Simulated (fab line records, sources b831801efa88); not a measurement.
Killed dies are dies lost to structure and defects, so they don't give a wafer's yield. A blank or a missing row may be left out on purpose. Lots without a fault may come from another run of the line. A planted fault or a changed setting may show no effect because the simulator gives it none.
Which tool did it? | flow gf180mcu | 13 lots, 39 wafers sampled, at 5 steps of a route of 602

WHAT THE GAUGES READ, wafer by wafer
GF_NSD_CD_MEAS_07: target cd 400 nm.
lot  | measured     | on        | cd_nm (nm)
L773 | day 14 02:38 | cd_sem-02 | 402.3 402.4 402.2
L774 | day 14 10:17 | cd_sem-01 | 397.9 398.9 399.6
L775 | day 14 15:26 | cd_sem-02 | 399.9 401.8 402.4
L776 | day 15 05:22 | cd_sem-01 | 394.9 395.2 397.5
L780 | day 16 14:34 | cd_sem-01 | 401.5 401.0 402.2
L781 | day 16 14:47 | cd_sem-02 | 398.2 398.0 399.6
L782 | day 17 05:56 | cd_sem-02 | 396.9 399.8 398.3
L783 | day 17 11:26 | cd_sem-02 | 402.8 400.3 399.8
L787 | day 18 16:40 | cd_sem-01 | 396.3 398.4 396.3
L789 | day 19 09:26 | cd_sem-01 | 399.7 400.4 400.2
L792 | day 20 07:52 | cd_sem-01 | 397.1 399.1 395.7
L793 | day 20 18:55 | cd_sem-02 | 403.4 402.3 402.2
L795 | day 21 11:02 | cd_sem-02 | 400.8 400.4 402.9

GF_PSD_RS_MEAS_14: measures by four-point-probe.
lot  | measured     | on            | NSD_RS (ohm/sq)
L773 | day 15 01:11 | film_metro-02 | 45.88 45.74 45.64
L774 | day 15 08:29 | film_metro-01 | 45.66 45.76 45.76
L775 | day 15 13:46 | film_metro-04 | 45.76 45.75 45.82
L776 | day 16 04:46 | film_metro-01 | 45.60 45.64 45.68
L780 | day 17 14:52 | film_metro-01 | 45.72 45.64 45.63
L781 | day 17 15:05 | film_metro-04 | 45.83 45.77 45.75
L782 | day 18 06:05 | film_metro-01 | 45.69 45.76 45.63
L783 | day 18 13:07 | film_metro-04 | 45.74 45.69 45.69
L787 | day 19 18:43 | film_metro-02 | 47.33 47.28 47.31
L789 | day 20 11:32 | film_metro-01 | 47.41 47.35 47.41
L792 | day 21 09:43 | film_metro-01 | 45.72 45.72 45.70
L793 | day 21 19:40 | film_metro-01 | 45.71 45.67 45.74
L795 | day 22 11:35 | film_metro-04 | 45.70 45.72 45.83

GF_PSD_RS_MEAS_15: measures by four-point-probe.
lot  | measured     | on            | PSD_RS (ohm/sq)
L773 | day 15 01:19 | film_metro-02 | 108.73 108.71 108.22
L774 | day 15 08:37 | film_metro-01 | 108.52 108.74 108.50
L775 | day 15 13:53 | film_metro-04 | 108.93 108.85 108.97
L776 | day 16 04:53 | film_metro-01 | 108.63 108.81 108.49
L780 | day 17 14:59 | film_metro-01 | 108.28 108.72 108.36
L781 | day 17 15:13 | film_metro-04 | 108.71 108.51 108.92
L782 | day 18 06:13 | film_metro-01 | 108.31 108.62 108.45
L783 | day 18 13:14 | film_metro-04 | 109.12 108.63 108.74
L787 | day 19 18:50 | film_metro-02 | 117.04 117.05 116.54
L789 | day 20 11:40 | film_metro-01 | 117.01 117.36 117.07
L792 | day 21 09:50 | film_metro-01 | 108.85 108.73 109.03
L793 | day 21 19:47 | film_metro-01 | 108.36 108.38 108.61
L795 | day 22 11:43 | film_metro-04 | 108.50 109.16 108.46

GF_SAB_OVL_MEAS_10.
lot  | measured     | on         | SAB_OVL (nm)
L773 | day 15 23:50 | overlay-02 | 1.8 -0.8 -1.1
L774 | day 16 07:37 | overlay-01 | -0.9 1.0 1.8
L775 | day 16 12:29 | overlay-02 | -0.5 1.6 2.1
L776 | day 17 04:29 | overlay-02 | -0.6 0.6 0.2
L780 | day 18 15:23 | overlay-01 | -0.1 1.8 1.3
L781 | day 18 15:47 | overlay-01 | 0.2 -0.8 0.3
L782 | day 19 06:44 | overlay-01 | 0.0 -2.1 -1.3
L783 | day 19 14:41 | overlay-02 | 1.9 1.1 0.7
L787 | day 20 19:28 | overlay-01 | 1.5 1.6 0.4
L789 | day 21 12:38 | overlay-02 | 1.2 1.8 2.6
L792 | day 22 10:23 | overlay-01 | -0.4 -2.0 -2.1
L793 | day 22 19:26 | overlay-01 | -0.5 1.2 0.9
L795 | day 23 11:02 | overlay-02 | -0.9 -0.6 -0.3

WHICH TOOL RAN EACH LOT (tool, then ch and the chambers of the sampled wafers, then the start)
lot  | GF_PSD_RTA_13
L773 | rtp_anneal-01 ch 0, day 15 01:06
L774 | rtp_anneal-01 ch 0, day 15 08:23
L775 | rtp_anneal-01 ch 0, day 15 13:41
L776 | rtp_anneal-01 ch 0, day 16 04:41
L780 | rtp_anneal-02 ch 0, day 17 14:47
L781 | rtp_anneal-02 ch 0, day 17 15:00
L782 | rtp_anneal-02 ch 0, day 18 06:00
L783 | rtp_anneal-02 ch 0, day 18 13:02
L787 | rtp_anneal-01 ch 0, day 19 18:38
L789 | rtp_anneal-01 ch 0, day 20 11:26
L792 | rtp_anneal-02 ch 0, day 21 09:38
L793 | rtp_anneal-02 ch 0, day 21 19:35
L795 | rtp_anneal-02 ch 0, day 22 11:30
- GF_PSD_RTA_13: time 20 s.

WHAT THE TOOLS THEMSELVES READ (means of the sampled wafers that have a number; where no wafer has one, the mark that the record gives instead)
GF_PSD_RTA_13.
lot  | tool          | lamp_power_pct (%) | wafer_temp_C_max
L773 | rtp_anneal-01 | 33.0               | 1028.7
L774 | rtp_anneal-01 | 33.0               | 1028.8
L775 | rtp_anneal-01 | 33.0               | 1029.2
L776 | rtp_anneal-01 | 33.0               | 1028.8
L780 | rtp_anneal-02 | 32.1               | 1032.2
L781 | rtp_anneal-02 | 32.1               | 1029.9
L782 | rtp_anneal-02 | 32.1               | 1032.1
L783 | rtp_anneal-02 | 32.1               | 1031.0
L787 | rtp_anneal-01 | 31.9               | 1016.3
L789 | rtp_anneal-01 | 31.9               | 1016.7
L792 | rtp_anneal-02 | 32.1               | 1031.3
L793 | rtp_anneal-02 | 32.1               | 1031.9
L795 | rtp_anneal-02 | 32.1               | 1030.3

THE ANSWER, worked out from the rows above alone
Rule: what is usual is taken from the lots themselves. Put in order of their means at a reading, lots are off if they are a third of the lots or fewer, leave a main group of 4 or more, and stand apart from it by a gap of 3 or more times the standard deviation of the main group's means; of several such gaps the widest counts. A main group whose means are all the same, to the digits that the tables above print for the reading, isn't used. A lot without any number at a reading at which 4 lots or more have one is off too. The other lots that the step has rows for count as sound. The gauges are gone through in route order, then the tools' own readings, and for those a lot's mean is taken as printed above. The first step at which some lot is off is used, and at that step the reading that is off furthest; a lot without a number counts as furthest.
Off: L787, L789, at GF_PSD_RS_MEAS_14 (NSD_RS). The main group: mean 45.72 ohm/sq, standard deviation 0.043.
A tool fits if, at a process step before that reading, it ran every lot that is off, and no sound lot after the first of them. The gauges at GF_PSD_RS_MEAS_14 aren't tried: what is off there is off at GF_PSD_RTA_13 too, on other tools, and a gauge's error can't cause that. One fits: rtp_anneal-01 at GF_PSD_RTA_13. Its last sound lot is L776 (day 16 04:41), its first lot that is off L787 (day 19 18:38): a fault that began between those two fits.
The tool's own readings at GF_PSD_RTA_13 bear it out: on the lots that are off they differ by more than 5 times the standard deviation of the sound lots' means. wafer_temp_C_max reads 1016.5 there against 1030.4 on the sound lots.

WHAT THE SIMULATOR HAD PUT IN
Process parameter drift: rtp_anneal-01, from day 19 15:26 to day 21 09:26, at GF_PSD_RTA_13. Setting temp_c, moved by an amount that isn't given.
Lots struck among those shown: L787, L789. The rule above found the same.
